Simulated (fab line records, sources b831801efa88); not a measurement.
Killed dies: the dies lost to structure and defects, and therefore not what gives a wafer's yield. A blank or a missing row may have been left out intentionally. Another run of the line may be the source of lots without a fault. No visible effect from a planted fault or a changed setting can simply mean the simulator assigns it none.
Which tool was responsible?	flow sky130	12 lots, 36 wafers sampled, at 5 steps of a route of 708

## WHAT THE GAUGES SHOWED, per wafer
SKY_VT_ADJUST_HVTR_TW_MEAS_11. Usual: VT_ADJUST_HVTR_TW 209, standard deviation 3.2.
lot	measured	on	VT_ADJUST_HVTR_TW	flag
L752	day 9 14:07	film_metro-01	209 209 210	
L754	day 10 05:33	film_metro-02	206 207 206	
L755	day 10 15:54	film_metro-01	208 209 210	
L756	day 11 00:07	film_metro-01	209 208 207	
L758	day 11 07:34	film_metro-04	215 216 213	
L759	day 11 15:32	film_metro-01	207 207 207	
L761	day 12 11:05	film_metro-01	208 208 208	
L766	day 13 19:29	film_metro-04	191 191 191 191 193 191	OFF
L769	day 14 16:02	film_metro-04	193 193 193 194 192 194	OFF
L772	day 15 16:32	film_metro-01	206 207 207	
L774	day 16 04:37	film_metro-02	206 206 207	
L775	day 16 10:56	film_metro-02	206 206 206	

SKY_SONOS_ONO_THK_MEAS_03. Usual: SONOS_ONO_CVD_02_THK 10.44 nm, standard deviation 0.14.
lot	measured	on	SONOS_ONO_CVD_02_THK (nm)	flag
L752	day 11 15:50	film_metro-03	10.60 10.47 10.67	
L754	day 12 08:52	film_metro-03	10.50 10.48 10.54	
L755	day 12 21:18	film_metro-01	10.55 10.69 10.65	
L756	day 13 09:46	film_metro-02	10.55 10.56 10.60	
L758	day 13 13:08	film_metro-01	10.49 10.51 10.48	
L759	day 13 19:14	film_metro-02	10.28 10.35 10.29	
L761	day 14 19:25	film_metro-03	10.22 10.15 10.27	
L766	day 16 09:29	film_metro-03	10.60 10.57 10.59	
L769	day 17 03:19	film_metro-03	10.25 10.23 10.25	
L772	day 18 06:19	film_metro-02	10.37 10.28 10.44	
L774	day 18 21:32	film_metro-02	10.37 10.14 10.30	
L775	day 19 00:26	film_metro-02	10.38 10.28 10.35	

SKY_SONOS_ONO_CD_MEAS_13: the cd target is 410 nm. Usual: cd_nm at 410.2 nm, with a standard deviation of 2.4.
lot	measured	on	cd_nm (nm)	flag
L752	day 12 18:00	cd_sem-01	409.9 409.0 410.8	
L754	day 13 10:46	cd_sem-02	414.4 414.1 412.0	
L755	day 14 00:03	cd_sem-02	409.7 409.4 409.1	
L756	day 14 13:24	cd_sem-01	411.0 411.7 409.6	
L758	day 14 16:44	cd_sem-01	411.6 412.1 413.9	
L759	day 14 22:55	cd_sem-01	408.2 409.7 407.5	
L761	day 15 22:59	cd_sem-01	412.8 410.3 410.7	
L766	day 17 22:21	cd_sem-02	411.0 411.8 413.1	
L769	day 18 09:36	cd_sem-02	410.0 407.8 404.8	
L772	day 19 13:28	cd_sem-02	409.9 409.2 408.8	
L774	day 20 05:06	cd_sem-01	410.8 408.5 409.0	
L775	day 20 08:09	cd_sem-02	410.3 413.0 409.5	

## WHAT TOOL EACH LOT RAN ON (gives the tool, then ch and the chambers of the sampled wafers, and finally the start)
lot	SKY_VT_ADJUST_HVTP_STRIP_10	SKY_VT_ADJUST_HVTR_IMPLANT_09
L752	plasma_asher-01 ch 0,1, day 6 04:36	implanter-01 ch 0, day 9 13:52
L754	plasma_asher-01 ch 1, day 6 18:47	implanter-01 ch 0, day 10 05:19
L755	plasma_asher-01 ch 0,1, day 7 02:27	implanter-04 ch 0, day 10 15:40
L756	plasma_asher-01 ch 0,1, day 7 10:30	implanter-02 ch 0, day 10 23:53
L758	plasma_asher-01 ch 0,1, day 7 17:44	implanter-02 ch 0, day 11 07:20
L759	plasma_asher-01 ch 0,1, day 7 23:17	implanter-01 ch 0, day 11 15:19
L761	plasma_asher-02 ch 0,1, day 8 18:27	implanter-04 ch 0, day 12 10:50
L766	plasma_asher-02 ch 0,1, day 9 17:55	implanter-04 ch 0, day 13 19:16
L769	plasma_asher-02 ch 1, day 10 12:30	implanter-04 ch 0, day 14 15:49
L772	plasma_asher-01 ch 0,1, day 11 10:22	implanter-02 ch 0, day 15 16:19
L774	plasma_asher-02 ch 0,1, day 11 20:22	implanter-02 ch 0, day 16 04:22
L775	plasma_asher-01 ch 0,1, day 12 02:05	implanter-02 ch 0, day 16 10:42
- SKY_VT_ADJUST_HVTP_STRIP_10: strips in O2/N2.
- SKY_VT_ADJUST_HVTR_IMPLANT_09

## AS READ BY THE TOOLS THEMSELVES (means over the sampled wafers that have a number; for cases with no such wafer, the mark the record gives instead)
SKY_VT_ADJUST_HVTP_STRIP_10. Usual: drypump_motor_current_A 5.8 A, standard deviation 0.34; n2_flow_sccm 300.0 sccm, standard deviation 1; oes_product_au 0.716 a.u., standard deviation 0.0047; strip_time_to_endpoint_s 14.19 s, standard deviation 0.036.
lot	tool	drypump_motor_current_A (A)	n2_flow_sccm (sccm)	oes_product_au (a.u.)	strip_time_to_endpoint_s (s)	flag
L752	plasma_asher-01	5.7	300.6	0.714	14.12	
L754	plasma_asher-01	5.4	301.8	0.715	14.20	
L755	plasma_asher-01	5.8	299.8	0.716	14.18	
L756	plasma_asher-01	6.1	300.0	0.717	14.21	
L758	plasma_asher-01	5.7	299.2	0.711	14.19	
L759	plasma_asher-01	6.1	299.2	0.714	14.23	
L761	plasma_asher-02	5.7	299.5	0.715	14.17	
L766	plasma_asher-02	5.7	300.0	0.714	14.23	
L769	plasma_asher-02	5.8	299.5	0.712	14.21	
L772	plasma_asher-01	6.0	300.1	0.715	14.21	
L774	plasma_asher-02	5.7	299.7	0.717	14.16	
L775	plasma_asher-01	6.1	298.4	0.714	14.22	

SKY_VT_ADJUST_HVTR_IMPLANT_09. Usual: dose_ions_cm2 2.1002e+12, standard deviation 2.4e+09; faraday_current_uA 11.85, standard deviation 0.24.
lot	tool	dose_ions_cm2	faraday_current_uA	flag
L752	implanter-01	2.1003e+12	12.03	
L754	implanter-01	2.1014e+12	11.77	
L755	implanter-04	2.1015e+12	11.90	
L756	implanter-02	2.0968e+12	12.05	
L758	implanter-02	2.0981e+12	11.83	
L759	implanter-01	2.0967e+12	11.95	
L761	implanter-04	2.0977e+12	12.00	
L766	implanter-04	1.4447e+12	8.07	OFF
L769	implanter-04	1.4436e+12	8.18	OFF
L772	implanter-02	2.0997e+12	11.57	
L774	implanter-02	2.0998e+12	11.95	
L775	implanter-02	2.1019e+12	11.76	

## THE ANSWER, worked out from the rows above alone
Rule: a lot counts as off when the mean over its wafers that have a number is more than 3 standard deviations away from the usual mean. A lot without any number at a reading at which 4 lots or more have one is off too. All remaining lots with rows at the step are treated as sound. The gauges are gone through in route order, then the tools' own readings, and for those a lot's mean is taken as printed above. At the first step where some lot is off, the reading lying furthest off is the one used; lots without a number count as furthest.
Off: at SKY_VT_ADJUST_HVTR_TW_MEAS_11 (VT_ADJUST_HVTR_TW), L766, L769.
A tool fits if, at a process step before that reading, it ran every lot that is off, and no sound lot after the first of them. Not tried: the gauges at SKY_VT_ADJUST_HVTR_TW_MEAS_11; whatever is off there is also off at SKY_VT_ADJUST_HVTR_IMPLANT_09, on other tools, and gauge error can't account for it. One candidate fits, namely implanter-04 at SKY_VT_ADJUST_HVTR_IMPLANT_09. A fault onset in the window from L761 (day 12 10:50, its last sound lot) to L766 (day 13 19:16, its first lot off) fits.
The tool's own readings at SKY_VT_ADJUST_HVTR_IMPLANT_09 bear it out: on the lots that are off they differ by more than 5 times the standard deviation of the sound lots' means. dose_ions_cm2 reads 1.4442e+12 there against 2.0994e+12 on the sound lots; faraday_current_uA reads 8.12 there against 11.88 on the sound lots.

## WHAT THE SIMULATOR HAD PUT IN
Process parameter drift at SKY_VT_ADJUST_HVTR_IMPLANT_09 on implanter-04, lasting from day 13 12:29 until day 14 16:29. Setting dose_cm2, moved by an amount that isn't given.
Lots struck among those shown: L766, L769. This agrees with what the rule above found.
